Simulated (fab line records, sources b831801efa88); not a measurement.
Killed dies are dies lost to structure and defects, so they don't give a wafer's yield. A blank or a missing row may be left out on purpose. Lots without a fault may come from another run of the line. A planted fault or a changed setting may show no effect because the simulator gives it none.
fab line records | flow sky130 | part 2 of 2: steps 31 to 39 of 39
record lots=5 wafers=15 last_day=50
route steps=708 shown LI_CONTACT@369 LOCAL_INTERCONNECT@387 CONTACT@406
lots that met no fault: from a run of the same line without faults
start_h: hours from the record's first day to the start of the lot's first wafer shown | wait_h: hours since the lot's step before | " the same as in the row above | L1.1+2: a row that stands for several wafers | - no value, or no start given | * or withheld: withheld | < > ~ a bound
route shown NAME@n: a module of which the file shows steps, and the number in the route of the first | usual: mean/standard deviation of fault-free wafers | same: alike in all rows | chamber/n: place in a boat | sites: the reading at each site | _std_site: their standard deviation | _edge_site: outer sites' mean less inner sites' | radius_mm: how far each site lies from the wafer's centre | mask NAME#n: copy n | behind: the tool/chamber that last shaped the wafer | hold: why the lot was held/for how many hours/how that ended | device: the transistor (n, p or np) that didn't switch | end of line: the same wafers' tests at the end of the route | a step without rows: its recipe alone | killed: dies lost to structure and defects at the first sort, not the wafer's yield | map: a wafer's dies, x killed, . not, _ none there
set.NAME: the setting as run; set.NAME@STEP: as run at that earlier step | model.NAME: the simulator's own value behind a step, which no gauge read
lots at some steps of the route; a table a step, a row a wafer
services: from which hour (start_h, from the record's first day; less than 0 if before it) a tool's chamber was out of use, for how many hours, and why
## steps
# step SKY_LOCAL_INTERCONNECT_OVL_MEAS_12
# usual LOCAL_INTERCONNECT_OVL=1/5.2
# columns lot.wafer tool chamber start_h wait_h LOCAL_INTERCONNECT_OVL[nm]
L081.4 overlay-01 - 766.53 0.1 6
L081.5 " - " " 8
L081.6 " - " " 4
L084.2 overlay-02 - 790.26 0.1 -4
L084.3 " - " " 0
L084.4 " - " " 0
L088.2 overlay-02 - 817.61 0.1 1
L088.4 " - " " 2
L088.5 " - " " -1
L095.2 overlay-01 - 873.02 0.1 8
L095.3 " - " " 10
L095.5 " - " " -2
L097.1 overlay-02 - 882.01 0.1 6
L097.2 " - " " 7
L097.3 " - " " 6
# step SKY_LOCAL_INTERCONNECT_ETCH_13
# recipe chemistry=N2/H2 target=BARC ion_energy_ev=200 bias_w=100 pressure_mtorr=30 n2_flow_sccm=100 h2_flow_sccm=200 icp_w=500 stop_on=SiO2 time_s=45.9 target_depth_a=600
# usual drypump_motor_current_A=5.7/0.41 oes_product_au=0.855/0.0046 throttle_valve_pct=13.225/0.0088
# columns lot.wafer tool chamber start_h wait_h drypump_motor_current_A oes_product_au rf_hours_counter_h throttle_valve_pct
L081.4 rie_metal-02 0 766.57 0.0 6.0 0.863 - 13.227
L081.5 " 0 " " 6.0 0.854 - 13.216
L081.6 " 1 " " 6.3 0.851 - 13.239
L084.2 rie_metal-01 1 790.29 0.0 5.7 0.860 5 13.208
L084.3 " 0 " " 5.1 0.865 - 13.224
L084.4 " 1 " " 5.7 0.855 - 13.217
L088.2 rie_metal-02 0 817.64 0.0 6.0 0.849 11 13.214
L088.4 " 1 " " 6.3 0.858 - 13.226
L088.5 " 1 " " 6.3 0.857 - 13.231
L095.2 rie_metal-04 0 873.05 0.0 5.6 0.863 6 13.230
L095.3 " 0 " " 5.6 0.854 - 13.221
L095.5 " 0 " " 5.6 0.860 - 13.227
L097.1 rie_metal-04 1 882.04 0.0 5.6 0.860 3 13.231
L097.2 " 0 " " 5.6 0.857 6 13.233
L097.3 " 1 " " 5.5 0.852 - 13.233
# step SKY_LOCAL_INTERCONNECT_METAL_ETCH_14
# recipe target_depth_nm=110 stop_on=PSG chemistry=Cl2/BCl3 target=TiN resist_sidewall_deg=88 pressure_mtorr=10 icp_w=900 bias_w=48.5 Cl2_flow_sccm=60 bcl3_flow_sccm=30 time_s=31.4
# usual drypump_motor_current_A=5.7/0.41 oes_product_au=0.940/0.008 throttle_valve_pct=21.903/0.009
# columns lot.wafer tool chamber start_h wait_h drypump_motor_current_A oes_product_au rf_hours_counter_h throttle_valve_pct
L081.4 rie_metal-02 0 766.62 0.0 6.0 0.948 - 21.905
L081.5 " 0 " " 6.0 0.941 - 21.898
L081.6 " 1 " " 6.3 0.930 - 21.893
L084.2 rie_metal-01 1 790.36 0.0 5.6 0.929 5 21.910
L084.3 " 0 " " 5.1 0.942 - 21.892
L084.4 " 1 " " 5.6 0.951 - 21.899
L088.2 rie_metal-02 0 817.71 0.0 6.0 0.934 11 21.892
L088.4 " 1 " " 6.3 0.943 - 21.898
L088.5 " 1 " " 6.3 0.942 - 21.902
L095.2 rie_metal-04 0 873.11 0.0 5.6 0.941 6 21.894
L095.3 " 0 " " 5.6 0.948 - 21.903
L095.5 " 0 " " 5.6 0.943 - 21.905
L097.1 rie_metal-04 1 882.11 0.0 5.6 0.948 3 21.902
L097.2 " 0 " " 5.6 0.947 6 21.884
L097.3 " 1 " " 5.5 0.930 - 21.927
# step SKY_LOCAL_INTERCONNECT_STRIP_15
# recipe chemistry=O2/N2 power_w=1400 pressure_mtorr=1500 platen_temp_c=withheld o2_flow_sccm=3000 n2_flow_sccm=300 overash_fraction=0.5
# usual drypump_motor_current_A=5.8/0.38 oes_product_au=0.426/0.0043 strip_time_to_endpoint_s=4.716/0.026
# columns lot.wafer tool chamber start_h wait_h drypump_motor_current_A oes_product_au rf_hours_counter_h strip_time_to_endpoint_s
L081.4 plasma_asher-02 0 766.69 0.1 5.6 0.419 - 4.713
L081.5 " 1 " " 5.6 0.430 - 4.698
L081.6 " 0 " " 5.6 0.424 - 4.761
L084.2 plasma_asher-02 0 790.41 0.0 5.6 0.426 54 4.680
L084.3 " 0 " " 5.6 0.429 - 4.706
L084.4 " 1 " " 5.6 0.426 - 4.675
L088.2 plasma_asher-04 1 817.76 0.0 6.3 0.430 8 4.700
L088.4 " 0 " " 6.2 0.429 - 4.763
L088.5 " 1 " " 6.3 0.428 - 4.781
L095.2 plasma_asher-01 1 873.16 0.0 5.5 0.425 111 4.663
L095.3 " 0 " " 5.3 0.421 - 4.680
L095.5 " 0 " " 5.3 0.434 - 4.672
L097.1 plasma_asher-04 1 882.16 0.0 6.3 0.423 14 4.749
L097.2 " 0 " " 6.2 0.431 14 4.714
L097.3 " 1 " " 6.3 0.426 - 4.734
# step SKY_LOCAL_INTERCONNECT_STRIP_16
# recipe chemistry=post_etch_residue_remover time_s=1200 temp_c=72.5
# usual bath_guard_temp_C=72.6/0.59
# columns lot.wafer tool chamber start_h wait_h bath_guard_temp_C
L081.4 wet_bench-01 2 766.76 0.0 73.0
L081.5 " 2 " " 73.5
L081.6 " 2 " " 73.7
L084.2 wet_bench-03 0 790.51 0.1 73.4
L084.3 " 0 " " 73.2
L084.4 " 0 " " 73.4
L088.2 wet_bench-02 3 817.86 0.1 72.5
L088.4 " 3 " " 72.5
L088.5 " 3 " " 72.6
L095.2 wet_bench-03 3 873.26 0.1 72.4
L095.3 " 3 " " 72.5
L095.5 " 3 " " 72.4
L097.1 wet_bench-03 3 882.26 0.1 72.6
L097.2 " 3 " " 72.5
L097.3 " 3 " " 72.4
# step SKY_LOCAL_INTERCONNECT_CLEAN_17
# recipe chemistry=IPA time_s=180 temp_c=25
# columns lot.wafer tool chamber start_h wait_h
L081.4+5+6 wet_bench-02 1 767.13 0.0
L084.2+3+4 wet_bench-02 2 790.88 0.0
L088.2+4+5 wet_bench-03 3 818.23 0.0
L095.2+3+5 wet_bench-02 1 873.60 0.0
L097.1+2+3 wet_bench-01 0 882.60 0.0
# step SKY_LOCAL_INTERCONNECT_CLEAN_18
# recipe chemistry=O3/DIW dry=n2_spin
# columns lot.wafer tool chamber start_h wait_h
L081.4+5+6 wet_bench-01 2 767.19 0.0
L084.2+3+4 wet_bench-01 2 790.94 0.0
L088.2+4+5 wet_bench-01 0 818.30 0.0
L095.2+3+5 wet_bench-01 2 873.66 0.0
L097.1+2+3 wet_bench-02 3 882.66 0.0
# step SKY_CONTACT_CVD_00
# recipe material=Si3N4 target_thk_nm=75 temp_c=400 time_s=withheld rf_w=450
# usual heater_power_w=730/110
# columns lot.wafer tool chamber start_h wait_h heater_power_w
L081.4 pecvd-03 2 767.31 0.0 621
L081.5 " 1 " " 642
L081.6 " 0 " " 747
L084.2 pecvd-02 0 791.03 0.0 979
L084.3 " 2 " " 761
L084.4 " 0 " " 972
L088.2 pecvd-01 0 818.39 0.0 660
L088.4 " 0 " " 633
L088.5 " 1 " " 820
L095.2 pecvd-03 0 873.75 0.0 599
L095.3 " 1 " " 706
L095.5 " 0 " " 632
L097.1 pecvd-02 1 882.76 0.0 715
L097.2 " 2 " " 673
L097.3 " 0 " " 954
# step SKY_CONTACT_THK_MEAS_01
# recipe reads=Si3N4_of_CONTACT_CVD_00
# usual CONTACT_CVD_00_THK=75.0/1.2
# columns lot.wafer tool chamber start_h wait_h CONTACT_CVD_00_THK[nm]
L081.4 film_metro-04 - 767.36 - 73.0
L081.5 " - " " 73.9
L081.6 " - " " 74.0
L084.2 film_metro-02 - 791.07 - 74.8
L084.3 " - " " 74.2
L084.4 " - " " 75.7
L088.2 film_metro-01 - 818.45 - 74.9
L088.4 " - " " 76.4
L088.5 " - " " 76.1
L095.2 film_metro-04 - 873.81 - 74.4
L095.3 " - " " 76.4
L095.5 " - " " 75.4
L097.1 film_metro-02 - 882.79 - 72.7
L097.2 " - " " 74.6
L097.3 " - " " 73.6
## services
# columns tool chamber start_h hours kind
krf_scanner-01 - 700.63 1.3 pm
rie_diel-04 2 701.92 4.6 repair
krf_scanner-01 - 705.23 0.8 pm
rie_metal-04 - 710.07 0.8 repair
rie_diel-02 1 721.65 5.3 repair
krf_scanner-02 - 722.16 4.0 pm
krf_scanner-02 - 726.18 1.3 pm
plasma_asher-04 - 733.75 9.0 pm
krf_scanner-02 - 747.83 1.0 pm
rie_diel-04 - 751.06 2.8 pm
krf_scanner-02 - 761.04 0.8 pm
krf_scanner-01 - 764.63 3.6 pm
krf_scanner-02 - 782.93 0.8 pm
wet_bench-03 - 786.59 2.7 repair
pvd_sputter-03 - 823.27 1.2 repair
krf_scanner-01 - 823.94 1.0 pm
krf_scanner-02 - 827.94 0.4 repair
rie_metal-02 - 829.66 0.2 repair
rie_diel-02 3 854.72 22.4 repair
rie_diel-02 1 856.98 4.5 repair
rie_diel-04 3 868.28 8.9 repair
krf_scanner-01 - 874.03 0.8 pm
krf_scanner-01 - 876.53 1.3 pm
rie_metal-04 - 877.92 2.8 pm
